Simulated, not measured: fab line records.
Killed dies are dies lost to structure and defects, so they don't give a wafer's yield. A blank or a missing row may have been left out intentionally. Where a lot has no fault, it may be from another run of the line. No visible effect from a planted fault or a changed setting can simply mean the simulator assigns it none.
Which tool did it? -- flow sky130 -- Sampling: 14 lots, 42 wafers, 3 of 708 route steps

== WHAT THE GAUGES SHOWED, per wafer ==
SKY_LDD_P_CD_MEAS_07: the cd target is 380 nm. Usual: cd nm at 380.3 nm, with a standard deviation of 2.4.
lot,measured,on,cd nm (nm),flag
L849,day 19 20:20,cd sem-01,382.2 381.5 381.2,
L852,day 20 23:14,cd sem-01,383.3 383.0 381.6,
L855,day 21 17:01,cd sem-01,375.7 375.1 376.0,
L857,day 22 17:37,cd sem-01,377.9 375.9 376.8,
L861,day 23 17:45,cd sem-02,382.2 379.6 382.8,
L862,day 24 11:17,cd sem-01,382.7 384.4 382.8,
L863,day 24 18:56,cd sem-01,377.9 380.8 381.6,
L864,day 25 07:01,cd sem-01,381.0 382.9 378.8,
L866,day 25 12:37,cd sem-01,374.2 376.1 378.1,
L867,day 25 18:41,cd sem-02,376.1 377.8 376.4,
L868,day 26 04:16,cd sem-01,379.5 380.1 379.2,
L869,day 26 05:20,cd sem-01,379.5 378.2 381.3,
L871,day 26 17:40,cd sem-01,375.6 376.1 376.9,
L872,day 26 23:20,cd sem-01,379.3 378.8 381.9,

SKY_SPACER_THK_MEAS_01. Usual: SPACER_CVD_00_THK typically reads 43.2 nm, with standard deviation 0.42.
lot,measured,on,SPACER_CVD_00_THK (nm),flag
L849,day 23 18:37,film metro-01,42.8 42.6 42.1,
L852,day 24 21:14,film metro-04,43.5 43.7 43.8,
L855,day 25 13:46,film metro-03,43.2 43.1 43.5,
L857,day 26 14:23,film metro-01,42.5 42.8 42.6,
L861,day 27 13:04,film metro-03,43.2 43.4 43.3,
L862,day 28 05:39,film metro-04,43.8 43.6 43.9,
L863,day 28 13:46,film metro-01,43.0 43.1 43.2,
L864,day 29 00:10,film metro-03,43.8 44.2 44.1,
L866,day 29 04:16,film metro-01,43.0 43.2 43.3,
L867,day 29 11:34,film metro-04,43.1 43.1 42.9,
L868,day 29 21:25,film metro-03,43.5 43.6 43.6,
L869,day 29 22:37,film metro-01,43.8 43.0 43.0,
L871,day 30 07:56,film metro-01,43.1 43.6 43.2,
L872,day 30 15:35,film metro-01,42.6 43.3 42.8,

SKY_LI_CONTACT_BOW_MEAS_03. Usual: LI_CONTACT_BOW typically reads 55 um, with standard deviation 7.
lot,measured,on,LI_CONTACT_BOW (um),flag
L849,day 28 17:44,film metro-03,57 54 53,
L852,day 29 17:51,film metro-01,48 56 62,
L855,day 30 09:59,film metro-01,58 61 54,
L857,day 31 08:06,film metro-03,44 55 66,
L861,day 32 05:59,film metro-03,66 53 66,
L862,day 32 22:39,film metro-02,59 58 59,
L863,day 33 06:16,film metro-02,44 55 55,
L864,day 33 15:11,film metro-01,54 53 51,
L866,day 33 19:39,film metro-03,58 49 42,
L867,day 34 02:59,film metro-03,58 48 63,
L868,day 34 11:28,film metro-01,48 48 58,
L869,day 34 13:29,film metro-02,60 50 46,
L871,day 34 21:39,film metro-01,63 54 49,
L872,day 35 05:04,film metro-03,43 51 46,

== EACH LOT AND THE TOOL THAT RAN IT (in order: tool; ch and the chambers of the sampled wafers; start) ==
Before these readings, the record contains no process step.

== WHAT THE TOOLS THEMSELVES READ (means of the sampled wafers that have a number; where no wafer has one, the mark that the record gives instead) ==
The record holds no such reading with a usual standard deviation.

== THE ANSWER, worked out from the rows above alone ==
Rule: lot off if the mean of its wafers having a number is beyond 3 standard deviations from the usual mean. A lot without any number at a reading at which 4 lots or more have one is off too. All remaining lots with rows at the step are treated as sound. After the gauges, taken in route order, come the tools' own readings; for these a lot's mean is taken, as printed above. The first step at which some lot is off is used, and at that step the reading that is off furthest; a lot without a number counts as furthest.
Nothing can be told from this: no lot is off at any reading shown.

== WHAT THE SIMULATOR HAD INSERTED ==
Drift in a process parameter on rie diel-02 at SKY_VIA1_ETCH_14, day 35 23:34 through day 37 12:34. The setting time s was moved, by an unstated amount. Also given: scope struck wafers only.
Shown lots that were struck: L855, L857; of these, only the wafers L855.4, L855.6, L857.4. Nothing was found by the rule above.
